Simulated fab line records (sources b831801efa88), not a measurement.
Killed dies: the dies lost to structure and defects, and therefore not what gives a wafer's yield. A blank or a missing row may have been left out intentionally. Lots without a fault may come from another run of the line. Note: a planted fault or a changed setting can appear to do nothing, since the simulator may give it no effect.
A lot that was struck, set against a sound lot || flow sky130 || 17 out of 708 route steps
Sound: the wafers L374.1, L374.5, L374.6. Wafers L382.2, L382.3, L382.6 were the ones struck. The cause comes at the end.
Order at every step that has rows: each side's tool, ch and its chambers, its first start. Under that, the readings that differ: sound wafers || struck wafers || difference of the means || sigmas: that difference in standard deviations of wafers without a fault.
alike: readings whose means differ by less than 2 such deviations, and words and numbers that are the same on both sides. not compared: withheld readings, readings that some wafer has no value for, bounds like >300 that may hide the same value, and numbers for which the record gives no deviation and whose values overlap.
Wherever a step has rows on one side only, a row that says differs or no value, or a row with sigmas, the two part there. Non-overlapping numbers with no deviation appear without sigmas and do not part them. A reading missing from all wafers of one side parts the sides only when that side holds two or more wafers.

first, 2 steps without rows for these wafers: SKY_NWELL_IMPLANT_12; SKY_NWELL_IMPLANT_13.
SKY_NWELL_STRIP_14: strips in O2/N2.
  sound on plasma_asher-02 ch 0,1, day 5 21:35; struck on plasma_asher-03 ch 0,1, day 7 11:42
  alike: drypump_motor_current_A, n2_flow_sccm, o2_flow_sccm, oes_product_au, strip_time_to_endpoint_s
  not compared: rf_hours_counter_h
SKY_NWELL_TW_MEAS_15:
  struck on film_metro-03, day 7 11:49; sound on film_metro-02, day 5 21:41
  alike: NWELL_TW
then, 7 steps without rows for these wafers: SKY_NWELL_DEHYDRATE_16 (time 60 s); SKY_NWELL_HMDS_17 (prime time 60 s); SKY_NWELL_COAT_18 (resist thk 3000 nm); SKY_NWELL_SOFTBAKE_19; SKY_NWELL_EXPOSE_20 (exposes mask NWM COMPLEMENT, target cd 840 nm); SKY_NWELL_PEB_21; SKY_NWELL_DEVELOP_22 (develop time 60 s).
SKY_NWELL_OVL_MEAS_23:
  struck on overlay-02, day 8 07:25; sound on overlay-01, day 6 16:37
  alike: NWELL_01_OVL
SKY_NWELL_IMPLANT_24:
  sound on implanter-03 ch 0, day 6 16:38; struck on implanter-01 ch 0, day 8 07:28
{"reading": "beam_on_s (s)", "sound": "9.91 10.01 10.00", "struck": "7.81 7.80 7.76", "difference": -2.18, "sigmas": -12}
{"reading": "faraday_current_uA", "sound": "52.4 51.5 52.3", "struck": "66.1 66.7 67.3", "difference": "+14.6", "sigmas": "+16"}
SKY_NWELL_STRIP_25: strips in O2/N2.
  sound on plasma_asher-02 ch 0,1, day 6 16:47; struck on plasma_asher-02 ch 0,1, day 8 07:35
  alike: drypump_motor_current_A, n2_flow_sccm, o2_flow_sccm, oes_product_au, strip_time_to_endpoint_s
  not compared: rf_hours_counter_h
SKY_NWELL_TW_MEAS_26:
  struck on film_metro-02, day 8 07:42; sound on film_metro-04, day 6 16:53
{"reading": "NWELL_2_TW", "sound": "503 503 504", "struck": "454 455 452", "difference": -50, "sigmas": -12}
then, 1 step without rows for these wafers: SKY_NWELL_CLEAN_27 (cleans in SC1/SC2, time 150 s).
-- the record jumps here: 41 days lie between the struck wafers' starts before and after (it left off in module NWELL and takes up again in module PAD_OPEN, whose first step shown is number 708 of the route) --
SKY_PAD_OPEN_PROBE_99:
  struck on prober-02, day 48 20:22; sound on prober-02, day 47 06:37
{"reading": "model.etest.pfet_16v.r_on_ohm_um", "sound": "1.501e+04 1.487e+04 1.519e+04", "struck": "1.692e+04 1.724e+04 1.744e+04", "difference": "+2.177e+03", "sigmas": ""}
{"reading": "model.etest.res_iso_pwell.rs_ohm_sq", "sound": "3212 3198 3259", "struck": "3562 3734 3860", "difference": "+496", "sigmas": ""}
{"reading": "model.etest.res_pwell_under_gate.rs_ohm_sq", "sound": "2290 2274 2292", "struck": "2707 2707 2714", "difference": "+424", "sigmas": ""}
{"reading": "model.etest.res_iso_pwell.line_ohm_um", "sound": "1216 1200 1236", "struck": "1338 1405 1475", "difference": "+189", "sigmas": ""}
{"reading": "model.etest.pfet_16v.drive_ua_um", "sound": "252 254.1 249.8", "struck": "219.1 215.5 212", "difference": -36.4, "sigmas": ""}
{"reading": "model.etest.field_n.vt_v (V)", "sound": "35.65 35.77 35.68", "struck": "30.9 31.44 31.6", "difference": -4.4, "sigmas": ""}
  alike: killed_at_M0_to_M3, killed_at_M4_up, killed_at_contacts, killed_at_front_end, killed_at_other, killed_dies, killed_open, killed_short
  not compared: model.etest.res_nwell.width_nm, model.etest.res_iso_pwell.width_nm

## WHERE THEY PART
Last at SKY_NWELL_TW_MEAS_26 as far as this record goes, first at SKY_NWELL_IMPLANT_24. Later steps at which nothing parts them and some readings are alike: SKY_PAD_OPEN_PROBE_99.

WHY: what had been put in by the simulator
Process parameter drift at SKY_NWELL_IMPLANT_24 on implanter-01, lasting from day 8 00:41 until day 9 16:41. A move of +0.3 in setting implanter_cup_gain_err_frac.
